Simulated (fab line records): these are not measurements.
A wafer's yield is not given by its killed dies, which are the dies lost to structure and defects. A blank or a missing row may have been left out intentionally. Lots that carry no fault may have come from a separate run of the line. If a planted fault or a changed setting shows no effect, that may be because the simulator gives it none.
fab line records + flow sfqLine + part 2 of 2: steps 23 to 31 of 31
record:
- lots: 5
- wafers: 15
- lastDay: 86
route steps=325 shown I2@114 M3@118 I3@133
lots untouched by any fault: they come from a run of this same line in which no faults occurred
startH: hours from the record's opening day to when the first of the lot's shown wafers began + waitH: time in hours since the lot's previous step + " same as the row above + L1.1+2: several wafers, shown together as one row + - no value, or no start given + * or withheld: withheld + < > ~ a bound
route shown NAME@n: NAME is a module with steps in the file, n the number in the route of the first one + usual: mean/standard deviation taken from wafers without a fault + same: alike in all rows + chamber/n: place in a boat + sites: the reading at each site + _std_site: the values' standard deviation + _edge_site: the outer-site mean with the inner-site mean subtracted + radiusMm: how far each site lies from the wafer's centre + mask NAME#n: copy n + behind: the most recent tool/chamber to have shaped the wafer + hold: why the lot went on hold/how many hours it stayed there/how the hold came to an end + device: transistor that didn't switch, given as n, p or np + end of line: the route-end tests of the same wafers + where a step has no rows: the recipe by itself + killed: at the first sort, the dies lost to defects and structure; wafer yield is something else + map: shows each die of a wafer: x if killed, . if not, _ if none is there
set.NAME: the run value of the setting; set.NAME@STEP: its run value at that earlier step + model.NAME: the simulator's own value behind a step, which no gauge read
a table for each step, a row for each wafer; lots at some steps of the route
services: a tool's chamber out of use, with start hour (startH, from the record's first day; less than 0 if before it), hours out, and reason
== steps ==
step: SFQ_TRILAYER_I3_VIA_LITHO_COAT_090
recipe:
- resist: BARC
- spinRpm: 3000
- resistThkNm: 62
usual:
- exhaustPa: 45.0/0.76
- resistLineTempC: 22.98/0.1
| lot.wafer | tool          | chamber | startH  | waitH | exhaustPa | resistLineTempC |
|-----------|---------------|---------|---------|-------|-----------|-----------------|
| L075.1    | lithoTrack-02 | 0       | 652.30  | 1.0   | 45.1      | 23.17           |
| L075.2    | "             | 0       | "       | "     | 44.6      | 22.93           |
| L075.5    | "             | 0       | "       | "     | 46.5      | 22.76           |
| L084.2    | lithoTrack-02 | 0       | 925.01  | 0.8   | 45.0      | 23.01           |
| L084.3    | "             | 0       | "       | "     | 44.8      | 22.96           |
| L084.4    | "             | 0       | "       | "     | 44.9      | 22.93           |
| L088.1    | lithoTrack-04 | 0       | 1120.82 | 1.0   | 44.4      | 22.87           |
| L088.3    | "             | 0       | "       | "     | 44.3      | 22.96           |
| L088.6    | "             | 0       | "       | "     | 45.0      | 22.85           |
| L094.2    | lithoTrack-04 | 0       | 1136.56 | 0.8   | 45.2      | 23.05           |
| L094.5    | "             | 0       | "       | "     | 45.5      | 22.77           |
| L094.6    | "             | 0       | "       | "     | 46.2      | 22.99           |
| L096.1    | lithoTrack-03 | 0       | 1141.31 | 1.0   | 45.0      | 22.99           |
| L096.2    | "             | 0       | "       | "     | 45.5      | 23.11           |
| L096.4    | "             | 0       | "       | "     | 45.9      | 23.08           |
step: SFQ_TRILAYER_I3_VIA_LITHO_COAT_085
recipe:
- resist: KrF
- spinRpm: 3000
- resistThkNm: 650
usual:
- exhaustPa: 45.1/0.89
- resistLineTempC: 23.00/0.13
| lot.wafer | tool          | chamber | startH  | waitH | exhaustPa | resistLineTempC |
|-----------|---------------|---------|---------|-------|-----------|-----------------|
| L075.1    | lithoTrack-02 | 0       | 652.60  | 0.2   | 44.6      | 23.02           |
| L075.2    | "             | 0       | "       | "     | 44.9      | 23.07           |
| L075.5    | "             | 0       | "       | "     | 44.0      | 22.78           |
| L084.2    | lithoTrack-02 | 0       | 925.31  | 0.2   | 45.4      | 23.31           |
| L084.3    | "             | 0       | "       | "     | 42.9      | 23.14           |
| L084.4    | "             | 0       | "       | "     | 45.5      | 23.27           |
| L088.1    | lithoTrack-04 | 0       | 1121.12 | 0.2   | 45.9      | 23.06           |
| L088.3    | "             | 0       | "       | "     | 45.8      | 22.90           |
| L088.6    | "             | 0       | "       | "     | 45.0      | 22.97           |
| L094.2    | lithoTrack-04 | 0       | 1136.86 | 0.2   | 46.2      | 23.06           |
| L094.5    | "             | 0       | "       | "     | 46.3      | 23.03           |
| L094.6    | "             | 0       | "       | "     | 46.3      | 22.91           |
| L096.1    | lithoTrack-03 | 0       | 1141.61 | 0.2   | 47.2      | 22.98           |
| L096.2    | "             | 0       | "       | "     | 46.0      | 23.10           |
| L096.4    | "             | 0       | "       | "     | 47.8      | 23.09           |
step: SFQ_TRILAYER_I3_VIA_LITHO_SOFTBAKE_089
recipe:
- tempC: withheld
- timeS: withheld
- resist: KrF
usual:
- exhaustPa: 44.7/0.83
- resistLineTempC: *
| lot.wafer | tool          | chamber | startH  | waitH | exhaustPa | resistLineTempC |
|-----------|---------------|---------|---------|-------|-----------|-----------------|
| L075.1    | lithoTrack-02 | 0       | 652.90  | 0.2   | 43.9      | *               |
| L075.2    | "             | 0       | "       | "     | 44.0      | *               |
| L075.5    | "             | 0       | "       | "     | 44.2      | *               |
| L084.2    | lithoTrack-02 | 0       | 925.59  | 0.2   | 45.2      | *               |
| L084.3    | "             | 0       | "       | "     | 46.1      | *               |
| L084.4    | "             | 0       | "       | "     | 45.8      | *               |
| L088.1    | lithoTrack-04 | 0       | 1121.42 | 0.2   | 44.5      | *               |
| L088.3    | "             | 0       | "       | "     | 45.0      | *               |
| L088.6    | "             | 0       | "       | "     | 44.3      | *               |
| L094.2    | lithoTrack-04 | 0       | 1137.13 | 0.2   | 45.3      | *               |
| L094.5    | "             | 0       | "       | "     | 44.6      | *               |
| L094.6    | "             | 0       | "       | "     | 44.8      | *               |
| L096.1    | lithoTrack-03 | 0       | 1141.91 | 0.2   | 43.5      | *               |
| L096.2    | "             | 0       | "       | "     | 45.0      | *               |
| L096.4    | "             | 0       | "       | "     | 44.2      | *               |
step: SFQ_TRILAYER_I3_VIA_LITHO_EXPOSE_086
recipe:
- maskId: I3
- na: 0.6
- sourceShape: conventional
- sigmaOuter: 0.65
- targetCdNm: 500
- doseMj: 21.3
| lot.wafer  | tool          | chamber | startH  | waitH | mask |
|------------|---------------|---------|---------|-------|------|
| L075.1+2+5 | krfScanner-01 | 0       | 809.86  | -     | I3#0 |
| L084.2+3+4 | krfScanner-02 | 0       | 938.13  | -     | I3#0 |
| L088.1+3+6 | krfScanner-02 | 0       | 1135.01 | -     | I3#0 |
| L094.2+5+6 | krfScanner-02 | 0       | 1149.41 | -     | I3#0 |
| L096.1+2+4 | krfScanner-02 | 0       | 1158.91 | -     | I3#0 |
step: SFQ_TRILAYER_I3_VIA_LITHO_PEB_088
recipe:
- pebTempC: 115
- pebTimeS: 60
- resist: KrF
usual:
- exhaustPa: 45.0/0.89
- heaterPowerTotalW: 79.15/0.072
- plateTempC: 115.01/0.12
- resistLineTempC: 23.02/0.11
| lot.wafer | tool          | chamber | startH  | waitH | exhaustPa | heaterPowerTotalW | plateTempC | resistLineTempC |
|-----------|---------------|---------|---------|-------|-----------|-------------------|------------|-----------------|
| L075.1    | lithoTrack-04 | 0       | 811.06  | 1.0   | 45.1      | 79.22             | 114.97     | 23.01           |
| L075.2    | "             | 0       | "       | "     | 44.4      | 79.10             | 114.95     | 23.09           |
| L075.5    | "             | 0       | "       | "     | 45.1      | 79.03             | 115.03     | 23.01           |
| L084.2    | lithoTrack-04 | 0       | 939.15  | 0.8   | 43.5      | 79.16             | 115.06     | 23.11           |
| L084.3    | "             | 0       | "       | "     | 43.9      | 79.20             | 114.85     | 23.18           |
| L084.4    | "             | 0       | "       | "     | 43.0      | 79.25             | 114.97     | 23.25           |
| L088.1    | lithoTrack-03 | 0       | 1136.21 | 1.0   | 44.4      | 79.09             | 114.86     | 23.00           |
| L088.3    | "             | 0       | "       | "     | 44.6      | 79.18             | 114.83     | 23.08           |
| L088.6    | "             | 0       | "       | "     | 44.6      | 79.21             | 115.04     | 23.13           |
| L094.2    | lithoTrack-02 | 0       | 1150.44 | 0.8   | 45.5      | 79.19             | 115.03     | 23.08           |
| L094.5    | "             | 0       | "       | "     | 45.6      | 79.13             | 115.05     | 23.10           |
| L094.6    | "             | 0       | "       | "     | 45.2      | 79.00             | 114.94     | 23.12           |
| L096.1    | lithoTrack-02 | 0       | 1160.11 | 1.0   | 44.0      | 79.15             | 114.99     | 22.88           |
| L096.2    | "             | 0       | "       | "     | 42.8      | 78.97             | 115.08     | 22.99           |
| L096.4    | "             | 0       | "       | "     | 42.9      | 79.22             | 114.88     | 22.97           |
step: SFQ_TRILAYER_I3_VIA_LITHO_DEVELOP_087
recipe:
- timeS: 60
- resist: KrF
usual:
- exhaustPa: 45.0/0.96
- resistLineTempC: 23.02/0.11
| lot.wafer | tool          | chamber | startH  | waitH | exhaustPa | resistLineTempC |
|-----------|---------------|---------|---------|-------|-----------|-----------------|
| L075.1    | lithoTrack-04 | 0       | 811.21  | 0.1   | 43.5      | 23.07           |
| L075.2    | "             | 0       | "       | "     | 43.6      | 23.15           |
| L075.5    | "             | 0       | "       | "     | 44.6      | 23.16           |
| L084.2    | lithoTrack-04 | 0       | 939.30  | 0.1   | 44.7      | 23.06           |
| L084.3    | "             | 0       | "       | "     | 44.8      | 23.20           |
| L084.4    | "             | 0       | "       | "     | 42.6      | 23.03           |
| L088.1    | lithoTrack-03 | 0       | 1136.36 | 0.1   | 46.5      | 22.89           |
| L088.3    | "             | 0       | "       | "     | 45.5      | 22.97           |
| L088.6    | "             | 0       | "       | "     | 45.9      | 22.93           |
| L094.2    | lithoTrack-02 | 0       | 1150.59 | 0.1   | 46.6      | 23.10           |
| L094.5    | "             | 0       | "       | "     | 45.1      | 22.78           |
| L094.6    | "             | 0       | "       | "     | 46.4      | 23.16           |
| L096.1    | lithoTrack-02 | 0       | 1160.26 | 0.1   | 43.7      | 22.85           |
| L096.2    | "             | 0       | "       | "     | 44.5      | 23.09           |
| L096.4    | "             | 0       | "       | "     | 44.5      | 22.99           |
step: SFQ_I3_OVL_MEAS_923
usual:
- I3_OVL: 1/4.9
| lot.wafer | tool       | chamber | startH  | waitH | I3_OVL[nm] |
|-----------|------------|---------|---------|-------|------------|
| L075.1    | overlay-01 | -       | 811.36  | 0.1   | -8         |
| L075.2    | "          | -       | "       | "     | -5         |
| L075.5    | "          | -       | "       | "     | 2          |
| L084.2    | overlay-01 | -       | 939.43  | 0.1   | 0          |
| L084.3    | "          | -       | "       | "     | 1          |
| L084.4    | "          | -       | "       | "     | 3          |
| L088.1    | overlay-01 | -       | 1136.51 | 0.1   | 0          |
| L088.3    | "          | -       | "       | "     | 4          |
| L088.6    | "          | -       | "       | "     | 3          |
| L094.2    | overlay-02 | -       | 1150.72 | 0.1   | -3         |
| L094.5    | "          | -       | "       | "     | -2         |
| L094.6    | "          | -       | "       | "     | 4          |
| L096.1    | overlay-02 | -       | 1160.41 | 0.1   | 0          |
| L096.2    | "          | -       | "       | "     | -6         |
| L096.4    | "          | -       | "       | "     | -4         |
step: SFQ_TRILAYER_I3_VIA_BARC_OPEN_VIA_ETCH_121
recipe:
- maskMaterial: PR
- chemistry: O2
- targetDepthNm: 125
- target: BARC
- sourceW: 500
- biasW: 80
- pressureMtorr: 31.3
- timeS: 41.7
usual:
- drypumpMotorCurrentA: 5.9/0.47
- oesProductAu: 0.686/0.0043
| lot.wafer | tool       | chamber | startH  | waitH | drypumpMotorCurrentA | oesProductAu | rfHoursCounterH |
|-----------|------------|---------|---------|-------|----------------------|--------------|-----------------|
| L075.1    | rieDiel-01 | 0       | 811.40  | 0.0   | 6.8                  | 0.684        | 0               |
| L075.2    | "          | 3       | "       | "     | 5.8                  | 0.692        | 4               |
| L075.5    | "          | 0       | "       | "     | 6.8                  | 0.687        | -               |
| L084.2    | rieDiel-01 | 3       | 939.46  | 0.0   | 5.8                  | 0.687        | 6               |
| L084.3    | "          | 1       | "       | "     | 6.3                  | 0.683        | 9               |
| L084.4    | "          | 0       | "       | "     | 6.8                  | 0.682        | 2               |
| L088.1    | rieDiel-02 | 3       | 1136.55 | 0.0   | 5.6                  | 0.687        | 17              |
| L088.3    | "          | 0       | "       | "     | 5.9                  | 0.691        | 6               |
| L088.6    | "          | 1       | "       | "     | 6.4                  | 0.681        | -               |
| L094.2    | rieDiel-02 | 3       | 1150.75 | 0.0   | 5.6                  | 0.684        | 17              |
| L094.5    | "          | 1       | "       | "     | 6.4                  | 0.686        | -               |
| L094.6    | "          | 0       | "       | "     | 5.9                  | 0.684        | -               |
| L096.1    | rieDiel-04 | 0       | 1160.45 | 0.0   | 6.2                  | 0.687        | 5               |
| L096.2    | "          | 1       | "       | "     | 5.5                  | 0.677        | 9               |
| L096.4    | "          | 2       | "       | "     | 5.9                  | 0.684        | 11              |
step: SFQ_TRILAYER_I3_VIA_ETCH_VIA_ETCH_088
recipe:
- target: SiO2
- stopOn: Nb
- maskMaterial: PR
- taperDeg: 20
- chemistry: CHF3
- targetDepthNm: 260
- sourceW: 500
- biasW: 80
- pressureMtorr: 30
- timeS: withheld
usual:
- drypumpMotorCurrentA: 5.9/0.47
- oesProductAu: 0.853/0.0044
| lot.wafer | tool       | chamber | startH  | waitH | drypumpMotorCurrentA | oesProductAu |
|-----------|------------|---------|---------|-------|----------------------|--------------|
| L075.1    | rieDiel-01 | 0       | 811.44  | 0.0   | 6.8                  | 0.845        |
| L075.2    | "          | 3       | "       | "     | 5.8                  | 0.855        |
| L075.5    | "          | 0       | "       | "     | 6.8                  | 0.847        |
| L084.2    | rieDiel-01 | 3       | 939.50  | 0.0   | 5.8                  | 0.854        |
| L084.3    | "          | 1       | "       | "     | 6.4                  | 0.855        |
| L084.4    | "          | 0       | "       | "     | 6.8                  | 0.852        |
| L088.1    | rieDiel-02 | 3       | 1136.59 | 0.0   | 5.6                  | 0.863        |
| L088.3    | "          | 0       | "       | "     | 5.9                  | 0.855        |
| L088.6    | "          | 1       | "       | "     | 6.4                  | 0.856        |
| L094.2    | rieDiel-02 | 3       | 1150.79 | 0.0   | 5.6                  | 0.847        |
| L094.5    | "          | 1       | "       | "     | 6.5                  | 0.858        |
| L094.6    | "          | 0       | "       | "     | 5.9                  | 0.857        |
| L096.1    | rieDiel-04 | 0       | 1160.49 | 0.0   | 6.2                  | 0.849        |
| L096.2    | "          | 1       | "       | "     | 5.5                  | 0.851        |
| L096.4    | "          | 2       | "       | "     | 6.0                  | 0.850        |
== services ==
| tool          | chamber | startH  | hours | kind   |
|---------------|---------|---------|-------|--------|
| rieDiel-01    | 1       | 458.28  | 3.9   | repair |
| krfScanner-02 | -       | 459.08  | 1.0   | repair |
| krfScanner-02 | -       | 461.51  | 4.4   | pm     |
| krfScanner-02 | -       | 468.28  | 1.0   | pm     |
| krfScanner-02 | -       | 493.76  | 3.6   | pm     |
| rieDiel-01    | 1       | 506.37  | 7.4   | repair |
| krfScanner-02 | -       | 511.62  | 0.8   | pm     |
| rieMetal-04   | 1       | 568.46  | 8.6   | repair |
| rieDiel-01    | 3       | 617.07  | 4.8   | repair |
| krfScanner-02 | -       | 624.56  | 1.3   | pm     |
| krfScanner-02 | -       | 636.66  | 1.0   | pm     |
| krfScanner-02 | -       | 638.28  | 1.2   | repair |
| krfScanner-02 | -       | 680.42  | 0.8   | pm     |
| rieMetal-04   | -       | 728.46  | 28.1  | pm     |
| rieDiel-01    | -       | 731.31  | 2.8   | pm     |
| krfScanner-02 | -       | 758.33  | 4.0   | pm     |
| rieDiel-01    | -       | 787.69  | 14.6  | pm     |
| krfScanner-02 | -       | 800.14  | 1.3   | pm     |
| krfScanner-02 | -       | 806.24  | 1.0   | pm     |
| rieMetal-04   | -       | 887.27  | 1.4   | pm     |
| rieDiel-01    | 1       | 897.97  | 7.8   | repair |
| rieDiel-01    | 2       | 941.91  | 12.6  | repair |
| rieMetal-04   | 1       | 1065.07 | 4.1   | repair |
| rieMetal-04   | 0       | 1135.30 | 3.4   | repair |
